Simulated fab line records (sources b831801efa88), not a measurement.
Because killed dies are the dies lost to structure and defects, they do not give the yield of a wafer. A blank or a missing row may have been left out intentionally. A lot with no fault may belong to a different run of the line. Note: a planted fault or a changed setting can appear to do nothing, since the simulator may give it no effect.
Commonality check across tools | flow sky130 | 13 lots, 39 wafers sampled

REASON FOR OPENING
SKY_VT_ADJUST_PCH_TW_MEAS_10, reading VT_ADJUST_PCH_TW: flagged on 3 of 13 lots. Fault-free wafers read 142.6, with a standard deviation of 1.5.
Rule: a lot is flagged in two cases, either no wafer of it has a number, or all its wafers with numbers fall more than 4 standard deviations from that mean. The rest of the lots are taken to be sound.

lot  | measured     | on            | VT_ADJUST_PCH_TW, wafer by wafer | flag
L210 | day 10 21:06 | film-metro-01 | 141.0 141.2 141.0                |
L212 | day 11 11:23 | film-metro-01 | 140.9 141.4 140.5                |
L213 | day 12 11:26 | film-metro-01 | 140.1 141.1 140.4                |
L214 | day 12 17:11 | film-metro-03 | 143.4 143.3 142.8                |
L216 | day 12 23:28 | film-metro-01 | 139.9 139.8 140.9                |
L217 | day 12 23:41 | film-metro-04 | 142.3 142.6 142.7                |
L218 | day 13 11:34 | film-metro-03 | 144.0 143.6 144.1                |
L219 | day 13 21:42 | film-metro-03 | 143.8 143.3 143.4                |
L221 | day 14 13:40 | film-metro-01 | 139.5 140.2 140.3                |
L224 | day 15 03:51 | film-metro-01 | 168.4 169.0 168.5                | FLAGGED
L227 | day 16 03:41 | film-metro-03 | 144.5 144.4 143.5                |
L229 | day 16 22:31 | film-metro-04 | 173.2 173.4 174.0                | FLAGGED
L230 | day 17 11:01 | film-metro-04 | 173.2 173.8 172.5                | FLAGGED
The mean of the flagged lots' numbers is 171.8, +29.2 from the usual (+19 standard deviations).

TOOL THAT RAN EACH LOT
The record keeps 1 process step preceding the reading, out of 708 steps on the route. Each cell gives the tool, then ch followed by the chambers the sampled wafers passed through, then the start.
lot  | flag    | SKY_VT_ADJUST_PCH_IMPLANT_08
L210 |         | implanter-04 ch 0, day 10 20:52
L212 |         | implanter-04 ch 0, day 11 11:10
L213 |         | implanter-04 ch 0, day 12 11:11
L214 |         | implanter-01 ch 0, day 12 16:58
L216 |         | implanter-04 ch 0, day 12 23:14
L217 |         | implanter-01 ch 0, day 12 23:26
L218 |         | implanter-01 ch 0, day 13 11:20
L219 |         | implanter-02 ch 0, day 13 21:27
L221 |         | implanter-01 ch 0, day 14 13:27
L224 | FLAGGED | implanter-04 ch 0, day 15 03:17
L227 |         | implanter-01 ch 0, day 16 03:26
L229 | FLAGGED | implanter-04 ch 0, day 16 21:57
L230 | FLAGGED | implanter-04 ch 0, day 17 10:28
What these steps do:
- SKY_VT_ADJUST_PCH_IMPLANT_08
- SKY_VT_ADJUST_PCH_TW_MEAS_10

FLAGGED AGAINST TOTAL, ONE TOOL AT A TIME (gauges that did the reading follow at the end)
step                         | tool          | lots run | flagged | share of the flagged lots | sound lots run after its first flagged lot
SKY_VT_ADJUST_PCH_IMPLANT_08 | implanter-01  | 5        | 0       | none                      | -
SKY_VT_ADJUST_PCH_IMPLANT_08 | implanter-02  | 1        | 0       | none                      | -
SKY_VT_ADJUST_PCH_IMPLANT_08 | implanter-04  | 7        | 3       | all                       | 0
SKY_VT_ADJUST_PCH_TW_MEAS_10 | film-metro-01 | 6        | 1       | some                      | 0
SKY_VT_ADJUST_PCH_TW_MEAS_10 | film-metro-03 | 4        | 0       | none                      | -
SKY_VT_ADJUST_PCH_TW_MEAS_10 | film-metro-04 | 3        | 2       | some                      | 0

THE TABLE: WHAT IT ALLOWS
In the table, 1 row covers all flagged lots: implanter-04 at SKY_VT_ADJUST_PCH_IMPLANT_08.
- implanter-04 at SKY_VT_ADJUST_PCH_IMPLANT_08 ran 7 lots, 3 of them flagged. It ran its last sound lot, L216, at day 12 23:14 and its first flagged lot, L224, at day 15 03:17: a fault with its onset between the two fits.
One tool is left: implanter-04 at SKY_VT_ADJUST_PCH_IMPLANT_08.

WHAT HAD BEEN PUT IN BY THE SIMULATOR
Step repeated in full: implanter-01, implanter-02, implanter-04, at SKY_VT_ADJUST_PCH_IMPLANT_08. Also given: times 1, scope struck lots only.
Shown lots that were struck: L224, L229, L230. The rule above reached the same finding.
